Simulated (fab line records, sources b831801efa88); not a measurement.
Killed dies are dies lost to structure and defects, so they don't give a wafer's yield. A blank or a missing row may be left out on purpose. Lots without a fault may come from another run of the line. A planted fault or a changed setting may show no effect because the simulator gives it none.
One fault seen from 2 desks | flow sky130 | each desk has only its own numbers; what lay behind them comes last

THE METROLOGY DESK
What the gauges read, lot by lot, whatever tool the lot ran on: means of the sampled wafers that have a number. A lot is out of limits, marked OUT, if its mean lies more than 4 standard deviations from the usual mean; the brackets give that distance.
Columns: A = METAL5_ALCU_RS at SKY_METAL5_RS_MEAS_05, usual 0.02706 ohm/sq; B = METAL5_ALCU_THK at SKY_METAL5_THK_MEAS_06, usual 1171 nm
lot  | first seen here | A                  | B
L342 | day 42 13:31    | 0.02727            | 1154
L343 | day 43 08:08    | 0.02657            | 1187
L344 | day 43 08:26    | 0.02702            | 1176
L345 | day 44 03:15    | 0.02678            | 1192
L346 | day 44 06:20    | 0.02709            | 1178
L348 | day 44 19:47    | 0.02718            | 1170
L349 | day 44 23:01    | 0.02714            | 1173
L357 | day 46 22:43    | 0.02967 (+9.7) OUT | 1075 (-7.4) OUT
L358 | day 47 03:28    | 0.02838 (+4.9) OUT | 1103 (-5.2) OUT
L360 | day 47 11:32    | 0.02728            | 1159
L364 | day 48 14:02    | 0.02701            | 1174
L365 | day 48 16:56    | 0.02677            | 1185
This desk's finding: out of limits on L357, L358; first on L357, day 46 22:43 (METAL5_ALCU_RS at SKY_METAL5_RS_MEAS_05). In limits: L342, L343, L344, L345, L346, L348, L349, L360, L364, L365.

THE TOOL OWNER'S DESK: pvd_sputter-03
The tool's own readings at SKY_METAL5_SPUTTER_02 (material AlCu, target thk 1150 nm, time 61.2 s): means of the sampled wafers that have a number, for each lot that ran on this tool. A lot is out of limits, marked OUT, if its mean lies more than 4 standard deviations from the usual mean; the brackets give that distance.
Columns: A = throttle_valve_pct at SKY_METAL5_SPUTTER_02, usual 30.1 %
lot  | first seen here | A
L342 | day 42 13:23    | 30.4
L345 | day 44 03:05    | 30.0
L348 | day 44 19:39    | 30.7
L357 | day 46 22:35    | 30.2
L358 | day 47 03:19    | 29.6
This desk's finding: nothing out of limits on any of the 5 lots.

PUT TOGETHER
The metrology desk could have raised an alarm at day 46 22:43, on L357, L358.
The tool owner's desk saw nothing out of limits.
The tool owner's desk has L357, L358 on record, within its limits.
Of the lots named, all ran SKY_METAL5_SPUTTER_02 on pvd_sputter-03.

WHAT THE SIMULATOR HAD PUT IN
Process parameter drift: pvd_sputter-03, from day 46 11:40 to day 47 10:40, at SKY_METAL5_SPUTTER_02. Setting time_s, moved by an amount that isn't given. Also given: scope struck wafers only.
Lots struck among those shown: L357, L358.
Hours from the fault's start to each desk's first reading out of limits: the metrology desk, 11.
